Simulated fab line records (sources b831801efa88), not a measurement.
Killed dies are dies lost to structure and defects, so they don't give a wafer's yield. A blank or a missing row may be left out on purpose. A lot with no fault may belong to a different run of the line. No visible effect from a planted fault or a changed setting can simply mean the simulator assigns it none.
fab line records    flow gf180mcu    part 2 of 2: steps 28 to 35 of 35
[record] lots = 5  wafers = 15  last_day = 34
route steps=602 shown V1@335 M2@362
lots with no fault: from the same line, run without faults
start_h: start of the lot's first displayed wafer, in hours after the record's first day    wait_h: hours since the lot's step before    " as in the row above    L1.1+2: one row covering several wafers at once    - value missing, or start not given    * or withheld: withheld    < > ~ a bound
route shown NAME@n: NAME is a module with steps in the file, n the number in the route of the first one    usual: average and standard deviation across the fault-free wafers    same: alike in all rows    chamber/n: place in a boat    sites: the reading at each site    _std_site: the values' standard deviation    _edge_site: mean of outer sites minus mean of inner sites    radius_mm: for every site, how far away it sits from the centre of the wafer    mask NAME#n: copy n    behind: the tool/chamber that last shaped the wafer    hold: the reason the lot was held/the length of the hold in hours/how it ended    device: the n, p or np transistor that did not switch    end of line: the route-end tests of the same wafers    for a step that has no rows: nothing shown but its recipe    killed: not the wafer's yield, but the dies lost to structure and defects at the first sort    map: a wafer's dies, marking killed ones x, the rest . and places with no die _
set.NAME: the setting as run; set.NAME@STEP: as run at that earlier step    model.NAME: the simulator's own value behind a step, which no gauge read
a table for each step, a row for each wafer; lots at some steps of the route
services: a tool's chamber out of use, with start hour (start_h, from the record's first day; less than 0 if before it), hours out, and reason
[[steps]]
[step GF_M2_SPUTTER_00]
[recipe] material = Ti  target_thk_nm = 37.5  arriving_ion_energy_ev = 80  substrate_temp_c = 200  chamber_pressure_pa = 2  power_w = 4000  time_s = 150
[usual] cathode_dc_power_W = 4000.1/0.73  throttle_valve_pct = 30.4/0.77
lot.wafer  tool            chamber  start_h  wait_h  cathode_dc_power_W  throttle_valve_pct
L076.2     pvd_sputter-04  -        434.49   0.2     4001.2              30.8
L076.5     "               -        "        "       4001.3              30.7
L076.6     "               -        "        "       4000.1              30.0
L081.1     pvd_sputter-03  -        480.86   0.1     3999.9              31.8
L081.3     "               -        "        "       4001.1              29.4
L081.6     "               -        "        "       3999.9              29.4
L083.2     pvd_sputter-02  -        490.21   0.1     3998.3              29.8
L083.4     "               -        "        "       4000.9              31.4
L083.5     "               -        "        "       4000.2              29.8
L085.2     pvd_sputter-02  -        512.58   0.1     4001.0              30.1
L085.4     "               -        "        "       3999.7              31.4
L085.5     "               -        "        "       4000.5              29.8
L094.3     pvd_sputter-04  -        585.02   0.1     3999.0              30.9
L094.5     "               -        "        "       4000.9              30.7
L094.6     "               -        "        "       4000.0              30.1
[step GF_M2_SPUTTER_01]
[recipe] material = TiN  target_thk_nm = 30  power_w = 6500  time_s = 25  chamber_pressure_pa = 0.4
[usual] cathode_dc_power_W = 6500.2/1.2  throttle_valve_pct = 30.4/0.78
lot.wafer  tool            chamber  start_h  wait_h  cathode_dc_power_W  throttle_valve_pct
L076.2     pvd_sputter-04  -        434.59   0.1     6498.7              30.7
L076.5     "               -        "        "       6499.7              30.9
L076.6     "               -        "        "       6501.3              30.4
L081.1     pvd_sputter-03  -        480.96   0.1     6499.8              31.9
L081.3     "               -        "        "       6500.2              29.6
L081.6     "               -        "        "       6499.9              29.4
L083.2     pvd_sputter-02  -        490.31   0.1     6500.8              30.1
L083.4     "               -        "        "       6499.5              31.2
L083.5     "               -        "        "       6500.3              30.1
L085.2     pvd_sputter-02  -        512.68   0.1     6499.5              30.0
L085.4     "               -        "        "       6501.2              31.3
L085.5     "               -        "        "       6499.2              29.9
L094.3     pvd_sputter-04  -        585.12   0.1     6500.6              30.9
L094.5     "               -        "        "       6500.9              31.2
L094.6     "               -        "        "       6500.0              30.2
[step GF_M2_SPUTTER_02]
[recipe] material = AlCu  target_thk_nm = 450  power_w = 10600  time_s = 23.9  chamber_pressure_pa = 0.4
[usual] cathode_dc_power_W = 10600/2  throttle_valve_pct = 30.4/0.76
lot.wafer  tool            chamber  start_h  wait_h  cathode_dc_power_W  throttle_valve_pct
L076.2     pvd_sputter-04  -        434.62   0.0     10599               30.3
L076.5     "               -        "        "       10601               30.9
L076.6     "               -        "        "       10603               30.0
L081.1     pvd_sputter-03  -        480.99   0.0     10605               31.8
L081.3     "               -        "        "       10598               29.5
L081.6     "               -        "        "       10602               29.2
L083.2     pvd_sputter-02  -        490.34   0.0     10599               29.9
L083.4     "               -        "        "       10597               31.3
L083.5     "               -        "        "       10601               30.2
L085.2     pvd_sputter-02  -        512.71   0.0     10598               29.9
L085.4     "               -        "        "       10598               31.5
L085.5     "               -        "        "       10600               29.8
L094.3     pvd_sputter-04  -        585.15   0.0     10596               30.8
L094.5     "               -        "        "       10599               31.0
L094.6     "               -        "        "       10600               29.9
[step GF_M2_SPUTTER_03]
[recipe] material = Ti  target_thk_nm = 10  substrate_temp_c = 300  chamber_pressure_pa = 0.3  power_w = 3000  time_s = 6.7
[usual] cathode_dc_power_W = 3000.0/0.57  throttle_valve_pct = 30.4/0.77
lot.wafer  tool            chamber  start_h  wait_h  cathode_dc_power_W  throttle_valve_pct
L076.2     pvd_sputter-04  -        434.65   0.0     2999.3              30.5
L076.5     "               -        "        "       2999.3              30.7
L076.6     "               -        "        "       3001.0              30.2
L081.1     pvd_sputter-03  -        481.02   0.0     2999.9              32.0
L081.3     "               -        "        "       3000.4              29.4
L081.6     "               -        "        "       3000.1              29.4
L083.2     pvd_sputter-02  -        490.37   0.0     2999.8              29.8
L083.4     "               -        "        "       3000.7              31.1
L083.5     "               -        "        "       3001.1              30.1
L085.2     pvd_sputter-02  -        512.74   0.0     2999.4              29.9
L085.4     "               -        "        "       2999.7              31.5
L085.5     "               -        "        "       2999.5              29.7
L094.3     pvd_sputter-04  -        585.18   0.0     3000.6              30.8
L094.5     "               -        "        "       2999.7              31.0
L094.6     "               -        "        "       2999.8              29.9
[step GF_M2_SPUTTER_04]
[recipe] material = TiN  target_thk_nm = 50  power_w = 6500  time_s = 41.7  chamber_pressure_pa = 0.4
[usual] cathode_dc_power_W = 6499.9/1.2  throttle_valve_pct = 30.4/0.77
lot.wafer  tool            chamber  start_h  wait_h  cathode_dc_power_W  throttle_valve_pct
L076.2     pvd_sputter-04  -        434.67   0.0     6502.0              30.6
L076.5     "               -        "        "       6501.0              30.9
L076.6     "               -        "        "       6499.0              29.9
L081.1     pvd_sputter-03  -        481.04   0.0     6499.8              31.9
L081.3     "               -        "        "       6500.3              29.0
L081.6     "               -        "        "       6500.8              29.2
L083.2     pvd_sputter-02  -        490.39   0.0     6500.3              29.8
L083.4     "               -        "        "       6499.6              31.7
L083.5     "               -        "        "       6498.7              29.7
L085.2     pvd_sputter-02  -        512.76   0.0     6502.4              29.9
L085.4     "               -        "        "       6501.2              31.2
L085.5     "               -        "        "       6501.5              29.9
L094.3     pvd_sputter-04  -        585.20   0.0     6500.1              31.1
L094.5     "               -        "        "       6500.2              30.9
L094.6     "               -        "        "       6500.3              30.0
[step GF_M2_RS_MEAS_05]
[recipe] thk_meas_gauge = four-point-probe  reads = TiN_of_M2_SPUTTER_04+Ti_of_M2_SPUTTER_03+AlCu_of_M2_SPUTTER_02+TiN_of_M2_SPUTTER_01+Ti_of_M2_SPUTTER_00
[usual] M2_ALCU_RS = 0.0695/0.00077
lot.wafer  tool           chamber  start_h  wait_h  M2_ALCU_RS[ohm/sq]
L076.2     film_metro-03  -        434.73   0.0     0.0689
L076.5     "              -        "        "       0.0707
L076.6     "              -        "        "       0.0691
L081.1     film_metro-04  -        481.08   0.0     0.0696
L081.3     "              -        "        "       0.0703
L081.6     "              -        "        "       0.0705
L083.2     film_metro-04  -        490.45   0.0     0.0701
L083.4     "              -        "        "       0.0698
L083.5     "              -        "        "       0.0704
L085.2     film_metro-04  -        512.82   0.0     0.0696
L085.4     "              -        "        "       0.0691
L085.5     "              -        "        "       0.0700
L094.3     film_metro-01  -        585.28   0.1     0.0700
L094.5     "              -        "        "       0.0700
L094.6     "              -        "        "       0.0695
[step GF_M2_THK_MEAS_06]
[recipe] thk_meas_gauge = xrf  reads = AlCu_of_M2_SPUTTER_02
[usual] M2_ALCU_THK = 457/5.6
lot.wafer  tool           chamber  start_h  wait_h  M2_ALCU_THK[nm]
L076.2     film_metro-03  -        434.84   0.1     459
L076.5     "              -        "        "       447
L076.6     "              -        "        "       458
L081.1     film_metro-04  -        481.20   0.1     456
L081.3     "              -        "        "       451
L081.6     "              -        "        "       450
L083.2     film_metro-04  -        490.56   0.1     455
L083.4     "              -        "        "       456
L083.5     "              -        "        "       456
L085.2     film_metro-04  -        512.93   0.1     462
L085.4     "              -        "        "       461
L085.5     "              -        "        "       458
L094.3     film_metro-01  -        585.38   0.1     453
L094.5     "              -        "        "       452
L094.6     "              -        "        "       457
[step GF_M2_DEHYDRATE_07]
[recipe] temp_c = 200  time_s = 60
[usual] heater_power_total_W = 160.37/0.13
lot.wafer  tool            chamber  start_h  wait_h  heater_power_total_W
L076.2     litho_track-01  0        445.80   10.9    160.42
L076.5     "               0        "        "       160.39
L076.6     "               0        "        "       160.63
L081.1     litho_track-01  0        491.57   10.4    160.33
L081.3     "               0        "        "       160.31
L081.6     "               0        "        "       160.27
L083.2     litho_track-03  0        502.63   12.1    160.52
L083.4     "               0        "        "       160.48
L083.5     "               0        "        "       160.49
L085.2     litho_track-03  0        524.38   11.4    160.52
L085.4     "               0        "        "       160.29
L085.5     "               0        "        "       160.36
L094.3     litho_track-04  0        595.70   10.3    160.26
L094.5     "               0        "        "       160.44
L094.6     "               0        "        "       160.46
[[services]]
tool            chamber  start_h  hours  kind
pvd_sputter-04  -        390.00   1.6    repair
rie_diel-03     -        390.75   14.6   pm
cmp-02          -        404.01   4.0    pm
cmp-01          -        426.56   0.2    repair
hdpcvd-01       1        442.31   3.4    repair
krf_scanner-01  -        450.62   2.2    repair
pvd_sputter-03  -        450.82   2.4    repair
krf_scanner-01  -        456.11   1.3    pm
pvd_sputter-02  -        467.37   4.0    repair
wet_bench-03    -        471.58   4.1    repair
cmp-02          -        473.34   1.4    repair
pvd_sputter-02  -        481.74   8.2    repair
cmp-02          -        490.37   2.9    repair
pvd_sputter-04  -        494.19   2.4    repair
krf_scanner-01  -        508.65   0.8    pm
hdpcvd-01       0        509.17   20.5   repair
cmp-01          -        528.64   4.6    pm
pvd_sputter-04  -        535.28   2.6    repair
hdpcvd-01       -        539.25   15.0   pm
krf_scanner-01  -        550.92   1.0    pm
pvd_sputter-04  -        569.34   0.9    repair
cmp-01          -        571.26   1.3    repair
cmp-01          -        572.59   4.0    pm
pvd_sputter-02  -        592.48   2.3    repair
